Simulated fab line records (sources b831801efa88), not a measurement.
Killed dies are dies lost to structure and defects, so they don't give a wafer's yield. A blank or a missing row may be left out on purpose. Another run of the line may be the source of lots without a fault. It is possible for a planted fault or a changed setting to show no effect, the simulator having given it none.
Commonality check across tools ; flow sky130 ; Lots sampled 11, wafers sampled 33

## WHAT PROMPTED THE OPENING
SKY_SONOS_ONO_THK_MEAS_05, reading SONOS_ONO_CVD_04_THK: flagged on 1 of 11 lots. Fault-free wafers read 5.71 nm, with a standard deviation of 0.12.
Rule: flag the lot when none of its wafers has a number, or when each of its wafers that has one lies beyond 4 standard deviations from that mean. The rest of the lots are taken to be sound.

lot;measured;on;SONOS_ONO_CVD_04_THK (nm), wafer by wafer;flag
L748;day 12 16:56;film_metro-01;5.71 5.75 5.76;
L749;day 13 03:41;film_metro-01;5.71 5.68 5.73;
L750;day 13 05:52;film_metro-04;5.62 5.61 5.79;
L751;day 13 09:11;film_metro-04;5.48 5.55 5.46;
L752;day 13 11:25;film_metro-01;5.69 5.89 5.83;
L754;day 14 03:30;film_metro-01;5.70 5.62 5.61;
L755;day 14 16:17;film_metro-03;5.90 5.83 5.74;
L759;day 15 13:39;film_metro-01;7.66 7.62 7.77;FLAGGED
L768;day 19 00:25;film_metro-01;5.53 5.63 5.54;
L769;day 19 00:26;film_metro-04;5.67 5.61 5.59;
L770;day 19 08:14;film_metro-01;5.48 5.56 5.45;
The numbers of the flagged lots are 7.68 nm on average: +1.97 nm against the usual, or +16 standard deviations.

## EACH LOT AND THE TOOL IT RAN ON
2 process steps preceding the reading are held in the record, out of 708 steps in the route. Every cell lists first the tool, next ch and the chambers used by the sampled wafers, and last the start.
lot;flag;SKY_VT_ADJUST_NCORE_STRIP_10;SKY_SONOS_ONO_CVD_04
L748;;plasma_asher-04 ch 0,1, day 9 12:07;lpcvd-03 ch 0, day 12 15:41
L749;;plasma_asher-01 ch 0,1, day 9 21:53;lpcvd-03 ch 0, day 13 02:24
L750;;plasma_asher-04 ch 0,1, day 10 02:07;lpcvd-03 ch 0, day 13 04:37
L751;;plasma_asher-02 ch 0,1, day 10 04:22;lpcvd-03 ch 0, day 13 07:55
L752;;plasma_asher-02 ch 0,1, day 10 05:37;lpcvd-03 ch 0, day 13 10:10
L754;;plasma_asher-04 ch 0,1, day 10 19:34;lpcvd-03 ch 1, day 14 02:15
L755;;plasma_asher-02 ch 0,1, day 11 07:10;lpcvd-03 ch 1, day 14 15:02
L759;FLAGGED;plasma_asher-04 ch 0,1, day 12 02:11;lpcvd-03 ch 1, day 15 11:47
L768;;plasma_asher-04 ch 0,1, day 15 01:08;lpcvd-03 ch 1, day 18 23:10
L769;;plasma_asher-04 ch 0,1, day 15 02:44;lpcvd-03 ch 0, day 18 23:10
L770;;plasma_asher-04 ch 1, day 15 11:35;lpcvd-03 ch 0, day 19 06:59
These steps, and what they do:
- SKY_VT_ADJUST_NCORE_STRIP_10: strips in O2/N2.
- SKY_SONOS_ONO_CVD_04: deposits SiO2 from SiH4/N2O, target thk 5.7199 nm.
- SKY_SONOS_ONO_THK_MEAS_05

## FLAGGED AGAINST TOTAL, ONE TOOL AT A TIME (gauges that did the reading follow at the end)
step;tool;lots run;flagged;share of the flagged lots;sound lots run after its first flagged lot
SKY_VT_ADJUST_NCORE_STRIP_10;plasma_asher-01;1;0;none;-
SKY_VT_ADJUST_NCORE_STRIP_10;plasma_asher-02;3;0;none;-
SKY_VT_ADJUST_NCORE_STRIP_10;plasma_asher-04;7;1;all;3 (L768,L769,L770)
SKY_SONOS_ONO_CVD_04;lpcvd-03;11;1;all;3 (L768,L769,L770)
SKY_SONOS_ONO_THK_MEAS_05;film_metro-01;7;1;all;2 (L768,L770)
SKY_SONOS_ONO_THK_MEAS_05;film_metro-03;1;0;none;-
SKY_SONOS_ONO_THK_MEAS_05;film_metro-04;3;0;none;-

## WHAT THE TABLE ALLOWS
Every flagged lot was run by 3 rows of the table: plasma_asher-04 at SKY_VT_ADJUST_NCORE_STRIP_10, lpcvd-03 at SKY_SONOS_ONO_CVD_04 and film_metro-01 at SKY_SONOS_ONO_THK_MEAS_05.
- plasma_asher-04 at SKY_VT_ADJUST_NCORE_STRIP_10: 1 of its 7 lots flagged. Sound lots ran on it after the first flagged one (L768, L769, L770), which a lasting fault on the whole tool wouldn't allow.
- lpcvd-03 at SKY_SONOS_ONO_CVD_04: 1 of its 11 lots flagged. Sound lots ran on it after the first flagged one (L768, L769, L770), which a lasting fault on the whole tool wouldn't allow. Its own readings lie more than 4 standard deviations out on every wafer of the flagged lots: spike_tc_bottom_C, spike_tc_centre_C, spike_tc_lower_C, spike_tc_top_C, spike_tc_upper_C, susceptor_temp_C.
- film_metro-01 at SKY_SONOS_ONO_THK_MEAS_05: 1 of its 7 lots flagged. Sound lots ran on it after the first flagged one (L768, L770), which a lasting fault on the whole tool wouldn't allow.
None of the table's rows ran every flagged lot and, after the first, no sound lot.

## WHAT HAD BEEN PUT IN BY THE SIMULATOR
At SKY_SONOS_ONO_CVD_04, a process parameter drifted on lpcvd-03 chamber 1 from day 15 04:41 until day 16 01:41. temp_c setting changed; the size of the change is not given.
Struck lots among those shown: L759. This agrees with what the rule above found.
